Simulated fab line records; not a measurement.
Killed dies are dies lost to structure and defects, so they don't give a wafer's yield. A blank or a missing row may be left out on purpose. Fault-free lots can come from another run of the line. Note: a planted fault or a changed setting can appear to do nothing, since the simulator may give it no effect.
Problem report in the 8D (eight disciplines) form, filled by code -- flow gf180mcu -- the parts of the form that need people (team, actions taken, sign-off) are left out

== 1. THE PROBLEM ==
Wafers without a fault read 70.001, standard deviation 0.021; beam-energy-keV at GF_VT_IMPLANT_IMPLANT_41 reads a mean of 59.939 on 6 wafers belonging to 2 lots. So: -99 or more standard deviations from the usual mean.
The first sign was on wafer L834.3 at day 12 10:31, on implanter-01. The record holds 39 wafers of 13 lots with a number at this step. The rule behind "out" and "out of limits": a value lying over 4 standard deviations away from the usual mean. The rest of the wafers with a number are treated as sound.

== 2. WHAT IT IS, AND WHAT IT ISN'T ==
question,is,is not
which readings at this step,beam-energy-keV,beam-on-s
which lots,"L834, L835","L817, L820, L822, L823, L824, L826, L828, L833, L836, L838, L839"
which wafers of those lots,all that have a number,-
read on which tools,implanter-01,"implanter-03, implanter-04"
when,from day 12 10:31,"up to then (24 sound wafers); but 9 sound wafers of L836, L838, L839 came after"

== 3. WHAT RULES OUT EACH SUSPECT ==
Counting: a tool stays on the suspect list if, at a process step up to the reading, it processed all lots that are out and no sound lot following the first of them.
- plasma-asher-03 at GF_MVSD_STRIP_10 (strips in O2/N2): kept. It ran every lot that is out, first L834 (day 8 16:56), and no sound lot after that; its last sound lot up to then is L823 (day 6 04:26).
- implanter-01 at GF_VT_IMPLANT_IMPLANT_41: kept. It ran every lot that is out, first L834 (day 12 10:31), and no sound lot after that; its last sound lot up to then is L833 (day 12 05:47). Its own readings are out on those wafers: beam-energy-keV.
What counting leaves: plasma-asher-03 at GF_MVSD_STRIP_10 and implanter-01 at GF_VT_IMPLANT_IMPLANT_41.

== 4. THE CAUSE (what the simulator had put in) ==
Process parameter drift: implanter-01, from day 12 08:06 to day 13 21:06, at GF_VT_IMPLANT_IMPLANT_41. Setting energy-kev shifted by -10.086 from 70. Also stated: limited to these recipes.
2 suspects survive the count, and this tool is in that group.

== 5. SEQUENCE OF EFFECTS, ordered by route ==
Each row: a reading where the mean over the struck wafers with a number is more than 3 standard deviations away from the usual. Only readings whose record carries a usual standard deviation are examined. hours: median over the lots of the time between each lot's start at the first step of this table that gives one and its start at this step. sigmas: the change, counted in usual standard deviations.
hours,step,reading,usual,on struck wafers,change,sigmas
0,GF_VT_IMPLANT_IMPLANT_41,beam-energy-keV,70.001,59.939,-10.062,-99 or more
Here are the process steps it includes:
- GF_VT_IMPLANT_IMPLANT_41
Later measuring or inspecting steps at which every struck wafer that the step has a row for has a number for every such reading, and none has moved that far: GF_VT_IMPLANT_TW_MEAS_43.

== 6. WHAT WOULD HAVE CAUGHT IT SOONER ==
The fault began at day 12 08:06; the first out-of-limits reading in this record came at day 12 10:31, 2 hours later.
